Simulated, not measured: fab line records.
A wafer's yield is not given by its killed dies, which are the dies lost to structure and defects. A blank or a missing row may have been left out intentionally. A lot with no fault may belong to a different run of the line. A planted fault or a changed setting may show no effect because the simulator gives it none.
Problem report in the 8D (eight disciplines) form, filled by code || flow sky130 || the parts of the form that need people (team, actions taken, sign-off) are left out

== 1. WHAT IS WRONG ==
run_length_s at SKY_VIA1_SOFTBAKE_08 reads a mean of 105.85 s on 5 wafers of 2 lots; wafers without a fault read 119.20 s with a standard deviation of 0.17. Measured from the usual mean, that is -79 standard deviations.
The step: time 90 s.
Seen first at day 38 20:00 on litho_track-04, wafer L744.2. Wafers with a number at this step in the record: 36, from 12 lots. By rule, "out" or "out of limits" means more than 4 standard deviations away from the usual mean. Any other wafer with a number is counted as sound.

== 2. WHAT IT IS AND WHAT IT IS NOT ==
{"question": "which readings at this step", "is": "run_length_s, heater_power_total_W", "is not": "-"}
{"question": "which lots", "is": "L744, L746", "is not": "L730, L731, L732, L733, L735, L737, L740, L741, L748, L751"}
{"question": "which wafers of those lots", "is": "L744.2, L744.4, L746.1, L746.2, L746.4", "is not": "L744.3"}
{"question": "read on which tools", "is": "litho_track-04", "is not": "litho_track-02, litho_track-03"}
{"question": "when", "is": "from day 38 20:00", "is not": "up to then (25 sound wafers); but 6 sound wafers of L748, L751 came after"}

== 3. THE SUSPECTS, EACH WITH WHAT RULES IT OUT ==
Counting: a tool at a process step up to the reading stays a suspect if it ran every lot that is out. Sound lots after the first of them don't rule it out here, since some wafers of a struck lot are sound.
- litho_track-04 at SKY_VIA1_SOFTBAKE_08 (time 90 s): kept. Every lot that is out went through it, the first being L744 (day 38 20:00); the last sound lot it ran before that was L740 (day 37 01:00). Its own heater_power_total_W, run_length_s readings are out on those wafers.
Remaining after the count: litho_track-04 at SKY_VIA1_SOFTBAKE_08.

== 4. THE CAUSE (what the simulator had put in) ==
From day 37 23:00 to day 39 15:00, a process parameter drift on litho_track-04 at SKY_VIA1_SOFTBAKE_08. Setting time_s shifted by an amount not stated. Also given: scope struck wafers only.
This tool alone remained once counting was done.

== 5. THE EFFECT CHAIN, in route order ==
One row per reading whose mean, taken over the struck wafers that have a number, lies over 3 standard deviations from the usual. Only readings for which the record gives a usual standard deviation are gone through. hours: the time from each lot's start at the first step in this table that gives one to its start at this step, as a median over the lots. sigmas: the change in usual standard deviations.
{"hours": 0, "step": "SKY_VIA1_SOFTBAKE_08", "reading": "heater_power_total_W", "usual": "57.35 W", "on struck wafers": 60.29, "change": "+2.94", "sigmas": "+27"}
{"hours": 0, "step": "SKY_VIA1_SOFTBAKE_08", "reading": "run_length_s", "usual": "119.20 s", "on struck wafers": 105.85, "change": -13.35, "sigmas": -79}
Here are the process steps it includes:
- SKY_VIA1_SOFTBAKE_08: time 90 s.

== 6. WHAT WOULD HAVE CAUGHT IT SOONER ==
21 hours passed between the start of the fault at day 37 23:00 and the first reading out of limits in this record, taken at day 38 20:00.
